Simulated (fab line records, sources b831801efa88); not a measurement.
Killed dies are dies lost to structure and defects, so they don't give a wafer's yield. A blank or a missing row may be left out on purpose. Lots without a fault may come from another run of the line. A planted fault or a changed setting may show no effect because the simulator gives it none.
A struck lot beside a sound one | flow sky130 | 15 steps out of a route of 708
Sound: wafers L533.1, L533.3, L533.6. Struck: wafers L547.3, L547.4, L547.6. The cause comes at the end.
At each step with rows: each side's tool, then ch and its chambers, then its first start. Under that, the readings that differ: sound wafers | struck wafers | difference of the means | sigmas: that difference in standard deviations of wafers without a fault.
alike: readings whose means differ by less than 2 such deviations, and words and numbers that are the same on both sides. not compared: withheld readings, readings that some wafer has no value for, bounds like >300 that may hide the same value, and numbers for which the record gives no deviation and whose values overlap.
The two part at a step that has a row with sigmas, a row that says differs or no value, or rows on one side only. Numbers that don't overlap but have no deviation are shown without sigmas and don't part them. A reading that every wafer of one side lacks parts them only if that side has two wafers or more.

first, 1 step without rows for these wafers: SKY_METAL2_DEVELOP_14 (develop time 60 s).
SKY_METAL2_CD_MEAS_15: target cd 140 nm.
  sound on cd_sem-02, day 35 17:25; struck on cd_sem-02, day 39 22:52
  alike: cd_nm
SKY_METAL2_OVL_MEAS_16:
  sound on overlay-02, day 35 17:32; struck on overlay-02, day 39 22:58
  alike: METAL2_OVL
SKY_METAL2_DESCUM_17: chemistry O2, time 8 s.
  sound on rie_metal-03 ch 0,1, day 35 17:34; struck on rie_metal-01 ch 0,1, day 39 23:00
  alike: drypump_motor_current_A, he_backside_leak_sccm, oes_product_au
  not compared: rf_hours_counter_h
SKY_METAL2_ETCH_18: etches BARC in N2/H2, stops on SiO2, time 45.9 s, target depth 60 nm.
  sound on rie_metal-03 ch 0,1, day 35 17:35; struck on rie_metal-01 ch 0,1, day 39 23:02
  alike: drypump_motor_current_A, he_backside_leak_sccm, oes_product_au, throttle_valve_pct
  not compared: rf_hours_counter_h
SKY_METAL2_METAL_ETCH_19: etches the open film in Cl2/BCl3, stops on SiO2, target depth 360 nm, time 78 s.
  sound on rie_metal-03 ch 0,1, day 35 17:40; struck on rie_metal-01 ch 0,1, day 39 23:07
  alike: drypump_motor_current_A, he_backside_leak_sccm, oes_product_au, throttle_valve_pct
  not compared: rf_hours_counter_h
SKY_METAL2_STRIP_20: strips in O2/N2.
  sound on plasma_asher-01 ch 0,1, day 35 17:45; struck on plasma_asher-02 ch 0,1, day 39 23:13
  alike: drypump_motor_current_A, oes_product_au, strip_time_to_endpoint_s
  not compared: rf_hours_counter_h
then, 4 steps without rows for these wafers: SKY_METAL2_STRIP_21 (strips in post etch residue remover, time 1200 s); SKY_METAL2_CLEAN_22 (cleans in IPA, time 180 s); SKY_METAL2_CLEAN_23 (cleans in O3/DIW); SKY_VIA2_HDPCVD_00 (deposits SiO2, target thk 1180 nm, time 196.7 s).
SKY_VIA2_THK_MEAS_01:
  sound on film_metro-01, day 35 18:31; struck on film_metro-04, day 39 23:55
  alike: VIA2_HDPCVD_THK
SKY_VIA2_CMP_02: polishes SiO2.
  sound on cmp-01 ch 0,3, day 35 18:37; struck on cmp-01 ch 0,3, day 40 00:00
  reading          | sound             | struck            | difference | sigmas
  platen_rpm (rpm) | 59.95 59.99 59.98 | 53.99 54.01 54.05 | -5.96      | -99 or more
  alike: edge_zone_pressure_frac, motor_current_A, slurry_filter_dp_kPa
SKY_VIA2_BOW_MEAS_03:
  sound on film_metro-01, day 35 18:52; struck on film_metro-04, day 40 00:17
  alike: VIA2_BOW
-- the record jumps here: 10 days lie between the struck wafers' starts before and after (it left off in module VIA2 and takes up again in module PAD_OPEN, whose first step shown is number 708 of the route) --
SKY_PAD_OPEN_PROBE_99:
  sound on prober-01, day 46 08:19; struck on prober-01, day 49 15:30
  alike: defect_limited_yield, killed_at_M0_to_M3, killed_at_M4_up, killed_at_contacts, killed_at_front_end, killed_at_other, killed_dies, killed_open, killed_short, sort_bin_3_pad_short, sort_bin_5_function, sort_bin_6_memory, sort_n_pass, sort_yield_pct

WHERE THEY PART
Only at SKY_VIA2_CMP_02, within this record. Later steps at which nothing parts them and some readings are alike: SKY_VIA2_BOW_MEAS_03, SKY_PAD_OPEN_PROBE_99.

WHY: what the simulator had put in
Process parameter drift: cmp-01, from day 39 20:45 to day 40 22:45, at SKY_VIA2_CMP_02. Setting platen_rpm, moved by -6, from 60. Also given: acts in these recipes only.
